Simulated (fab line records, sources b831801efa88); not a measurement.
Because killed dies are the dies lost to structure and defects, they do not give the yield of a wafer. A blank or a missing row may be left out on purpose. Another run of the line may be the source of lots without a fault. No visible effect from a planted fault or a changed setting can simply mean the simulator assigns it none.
Split-lot study | flow sky130 | route with 708 steps; 5 lots, 23 wafers read

SPLIT DETAILS
At SKY_CAP2M_COAT_07 (resist thk 1140 nm), the setting resist-thk-nm was moved away from the recipe's 1140 nm on 7 of the 23 wafers read, by -1.8% to +6.0%. The other wafers ran this setting at the recipe's value.

The file shows no step between the split and the reading.

THE READING
NOVOLAK_of_CAP2M_COAT_07.thk-nm (the simulator's own value, which no gauge read), in nm, at SKY_CAP2M_METAL_ETCH_13 (etches TiN in Cl2/BCl3, stops on SiO2, target depth 220 nm, time 62.9 s). There is no usual value for it anywhere in the file. Here, 16 wafers ran the recipe; their average is 990.1 nm with a standard deviation of 7.7 nm.

wafer  | tool, chamber at the split | resist-thk-nm as run, nm | against the recipe | NOVOLAK_of_CAP2M_COAT_07.thk-nm, nm | against lot-mates on the recipe
L074.1 | litho-track-03, 0          | 1140                     | recipe             | 992.9                               | -
L074.2 | litho-track-03, 0          | 1140                     | recipe             | 994.7                               | -
L074.3 | litho-track-03, 0          | 1119                     | -1.8%              | 970.3                               | -18.7
L074.4 | litho-track-03, 0          | 1119                     | -1.8%              | 958.9                               | -30.1
L074.5 | litho-track-03, 0          | 1140                     | recipe             | 979.4                               | -
L075.1 | litho-track-04, 0          | 1140                     | recipe             | 982.9                               | -
L075.2 | litho-track-04, 0          | 1140                     | recipe             | 982.2                               | -
L075.3 | litho-track-04, 0          | 1140                     | recipe             | 981.7                               | -
L075.4 | litho-track-04, 0          | 1140                     | recipe             | 999.2                               | -
L075.5 | litho-track-04, 0          | 1140                     | recipe             | 997.4                               | -
L077.1 | litho-track-01, 0          | 1140                     | recipe             | 1004                                | -
L077.2 | litho-track-01, 0          | 1189                     | +4.3%              | 1054                                | +52.0
L077.3 | litho-track-01, 0          | 1140                     | recipe             | 1000                                | -
L077.5 | litho-track-01, 0          | 1189                     | +4.3%              | 1046                                | +44.0
L077.6 | litho-track-01, 0          | 1189                     | +4.3%              | 1047                                | +45.0
L078.3 | litho-track-01, 0          | 1140                     | recipe             | 988.6                               | -
L078.4 | litho-track-01, 0          | 1140                     | recipe             | 986.7                               | -
L078.5 | litho-track-01, 0          | 1140                     | recipe             | 991.5                               | -
L080.1 | litho-track-03, 0          | 1140                     | recipe             | 992.1                               | -
L080.2 | litho-track-03, 0          | 1208                     | +6.0%              | 1049                                | +62.0
L080.3 | litho-track-03, 0          | 1140                     | recipe             | 991.7                               | -
L080.4 | litho-track-03, 0          | 1208                     | +6.0%              | 1059                                | +72.0
L080.5 | litho-track-03, 0          | 1140                     | recipe             | 977.3                               | -

THE FIT
A straight line over all 23 wafers: NOVOLAK_of_CAP2M_COAT_07.thk-nm changes by +12.1 nm for each +1% of resist-thk-nm; r = +0.96; the points scatter about the line by 8.1 nm.
The same after taking each lot's own level away (the mean of its wafers on the recipe; 23 wafers): +11.3 nm for each +1%; r = +0.97; scatter 6.1 nm.
That fit puts the effect of the largest move of resist-thk-nm on the reading at 67 nm.
From 987.03 to 1002.00 nm: that is the span of the lots' own levels, equal to 2.0 times the standard deviation above.
The two slopes agree, so the slope changes little with the lot-to-lot level.
Check: +68.6 nm against its lot-mates is what the line predicts for one of the wafers moved furthest among these (+6.0%) when that wafer is left out of the fit. Against them it came out at +62 nm.

THESE WAFERS: OTHER SPLITS
Note: prior to the reading, these wafers also went through further splits. Each is held against what the fit with the lots' levels taken away leaves over:
other split on the same wafers   | wafers away from the commonest value | r with NOVOLAK_of_CAP2M_COAT_07.thk-nm (lot level and that fit taken away)
SKY_CAPM_METAL_ETCH_13 time-s    | 12                                   | -0.01
SKY_METAL3_COAT_08 resist-thk-nm | 10                                   | -0.32
SKY_METAL3_ETCH_16 bias-w        | 10                                   | +0.07
SKY_VIA3_HDPCVD_00 time-s        | 6                                    | -0.01
SKY_VIA3_ETCH_14 time-s          | 7                                    | +0.16

THE WHOLE CHAIN: every reading that the file lists as answering this split, in the file's order
step                    | what it does                                                            | reading                                                                          | change (the file's fit)              | r (the file's)
SKY_CAP2M_COAT_07       | resist thk 1140 nm                                                      | NOVOLAK_of_CAP2M_COAT_07.thk-nm (the simulator's own value, which no gauge read) | +11.7 nm for each +1% of the setting | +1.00
SKY_CAP2M_METAL_ETCH_13 | etches TiN in Cl2/BCl3, stops on SiO2, target depth 220 nm, time 62.9 s | NOVOLAK_of_CAP2M_COAT_07.thk-nm (the simulator's own value, which no gauge read) | +11.2 nm for each +1% of the setting | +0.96
SKY_CAP2M_STRIP_14      | strips in O2/N2                                                         | strip-time-to-endpoint-s                                                         | withheld for each +1% of the setting | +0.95

FILE'S OWN FIT
NOVOLAK_of_CAP2M_COAT_07.thk-nm changes by +11.2 nm for each +1% of resist-thk-nm, r = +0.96.
